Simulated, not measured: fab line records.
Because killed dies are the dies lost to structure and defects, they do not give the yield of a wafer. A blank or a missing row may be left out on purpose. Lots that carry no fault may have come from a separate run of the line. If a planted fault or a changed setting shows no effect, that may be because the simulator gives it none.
The tool behind it: which one? / flow gf180mcu / 33 wafers from 11 lots sampled at 2 of the route's 602 steps

## WHAT EACH GAUGE READ, for each wafer
GF_STI_THK_MEAS_04.
lot=L758; measured=day 1 15:11; on=filmMetro-03; STI_CVD_03_THK (nm)=207.4 206.5 208.0
lot=L759; measured=day 1 20:58; on=filmMetro-03; STI_CVD_03_THK (nm)=208.0 209.1 206.7
lot=L760; measured=day 1 23:58; on=filmMetro-04; STI_CVD_03_THK (nm)=203.9 207.3 207.0
lot=L762; measured=day 2 09:34; on=filmMetro-03; STI_CVD_03_THK (nm)=210.0 208.7 210.3
lot=L763; measured=day 2 15:34; on=filmMetro-03; STI_CVD_03_THK (nm)=209.4 208.3 208.9
lot=L768; measured=day 3 15:43; on=filmMetro-02; STI_CVD_03_THK (nm)=208.8 206.6 208.2
lot=L770; measured=day 4 01:34; on=filmMetro-03; STI_CVD_03_THK (nm)=219.2 219.1 217.3
lot=L771; measured=day 4 06:34; on=filmMetro-03; STI_CVD_03_THK (nm)=210.0 210.0 211.3
lot=L772; measured=day 4 12:05; on=filmMetro-04; STI_CVD_03_THK (nm)=217.6 219.5 217.5
lot=L776; measured=day 5 07:36; on=filmMetro-04; STI_CVD_03_THK (nm)=207.6 208.1 208.6
lot=L779; measured=day 5 22:49; on=filmMetro-04; STI_CVD_03_THK (nm)=207.3 207.9 207.0

## TOOL THAT RAN EACH LOT (tool first, then ch and the chambers of the sampled wafers, then the start)
lot=L758; GF_STI_CVD_03=lpcvd-01 ch 0, day 1 13:12
lot=L759; GF_STI_CVD_03=lpcvd-01 ch 0, day 1 18:58
lot=L760; GF_STI_CVD_03=lpcvd-01 ch 1, day 1 21:59
lot=L762; GF_STI_CVD_03=lpcvd-01 ch 0, day 2 07:34
lot=L763; GF_STI_CVD_03=lpcvd-01 ch 1, day 2 12:34
lot=L768; GF_STI_CVD_03=lpcvd-01 ch 1, day 3 13:44
lot=L770; GF_STI_CVD_03=lpcvd-01 ch 1, day 3 23:34
lot=L771; GF_STI_CVD_03=lpcvd-02 ch 0, day 4 04:34
lot=L772; GF_STI_CVD_03=lpcvd-01 ch 0, day 4 10:05
lot=L776; GF_STI_CVD_03=lpcvd-02 ch 0, day 5 05:37
lot=L779; GF_STI_CVD_03=lpcvd-02 ch 1, day 5 20:49
- GF_STI_CVD_03: deposits Si3N4 from DCS/NH3, target thk 207.16 nm, time 3551 s.

## THE ANSWER, worked out from the rows above alone
Rule: the lots themselves supply what counts as usual. The widest of any qualifying gaps counts: lots, ordered by their means at a reading, are off when they make up no more than a third of the lots, leave a main group of 4 or more, and stand apart from it by 3 or more times the standard deviation of that group's means. A main group is skipped when, at the precision printed for the reading in the tables above, its means are all equal. Also off: a lot with no number at a reading for which 4 or more lots have one. Any other lot the step has rows for is counted as sound.
Off: at GF_STI_THK_MEAS_04 (STI_CVD_03_THK), L770, L772. The main group: mean 208.2 nm, standard deviation 1.2.
A tool fits if, at a process step before that reading, it ran every lot that is off, and no sound lot after the first of them. Those tools and the gauges at GF_STI_THK_MEAS_04 are tried in the same way. One candidate fits, namely lpcvd-01 at GF_STI_CVD_03. A fault onset in the window from L768 (day 3 13:44, its last sound lot) to L770 (day 3 23:34, its first lot off) fits.

## WHAT THE SIMULATOR HAD PUT IN
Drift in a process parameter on lpcvd-01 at GF_STI_CVD_03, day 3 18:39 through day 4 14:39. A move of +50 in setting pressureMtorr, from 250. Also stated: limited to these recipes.
Struck lots among those shown: L770, L772. This agrees with what the rule above found.
